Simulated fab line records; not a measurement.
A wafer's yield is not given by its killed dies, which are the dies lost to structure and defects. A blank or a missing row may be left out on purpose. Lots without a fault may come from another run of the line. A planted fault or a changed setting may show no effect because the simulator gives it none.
8D (eight disciplines) problem report, filled in by code + flow gf180mcu + the parts of the form that need people (team, actions taken, sign-off) are left out

1. WHAT WENT WRONG
Mean of chamberO2Ppm at GF_SALICIDE_RTA_06: 1502.000 across 6 wafers in 2 lots; on wafers with no fault it is 2.005 (standard deviation 0.018). That is +99 or more standard deviations from the usual mean.
The step: time 30 s.
Seen first at day 23 16:30 on rtpAnneal-01, wafer L559.1. The record holds 39 wafers of 13 lots with a number at this step. By rule, "out" or "out of limits" means more than 4 standard deviations away from the usual mean. All remaining wafers that have a number are taken as sound.

2. WHAT IT IS; WHAT IT IS NOT
| question                    | is                     | is not                                                           |
|-----------------------------|------------------------|------------------------------------------------------------------|
| which readings at this step | chamberO2Ppm           | annealTempCMax, lampPowerPct, wafer_temp_C_max                   |
| which lots                  | L559, L560             | L539, L540, L541, L542, L545, L548, L549, L550, L551, L553, L554 |
| which wafers of those lots  | all that have a number | -                                                                |
| read on which tools         | rtpAnneal-01           | rtpAnneal-02                                                     |
| when                        | from day 23 16:30      | up to then (33 sound wafers)                                     |

3. THE SUSPECTS, EACH WITH WHAT RULES IT OUT
Counting: a tool stays on the suspect list if, at a process step up to the reading, it processed all lots that are out and no sound lot following the first of them.
- rtpAnneal-01 at GF_SALICIDE_RTA_06 (time 30 s): kept. It processed each lot that is out, first L559 at day 23 16:30, and no sound lot thereafter; up to then, the last sound lot it processed was L553 at day 22 00:34. Its own readings are out on those wafers: chamberO2Ppm.
Left after counting: rtpAnneal-01 at GF_SALICIDE_RTA_06.

4. THE CAUSE (what the simulator had put in)
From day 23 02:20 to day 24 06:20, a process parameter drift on rtpAnneal-01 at GF_SALICIDE_RTA_06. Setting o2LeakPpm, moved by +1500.
Counting left only this tool.

5. THE CHAIN OF EFFECTS, in route order
Each row: a reading whose mean over the struck wafers that have a number lies more than 3 standard deviations from the usual. Only readings whose record carries a usual standard deviation are examined. hours: median over the lots of the time between each lot's start at the first step of this table that gives one and its start at this step. sigmas: the change, counted in usual standard deviations.
| hours | step               | reading      | usual | on struck wafers | change    | sigmas      |
|-------|--------------------|--------------|-------|------------------|-----------|-------------|
| 0     | GF_SALICIDE_RTA_06 | chamberO2Ppm | 2.005 | 1502.000         | +1499.995 | +99 or more |
It contains these process steps:
- GF_SALICIDE_RTA_06: time 30 s.

6. HOW IT WOULD HAVE BEEN CAUGHT EARLIER
14 hours passed between the start of the fault at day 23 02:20 and the first reading out of limits in this record, taken at day 23 16:30.
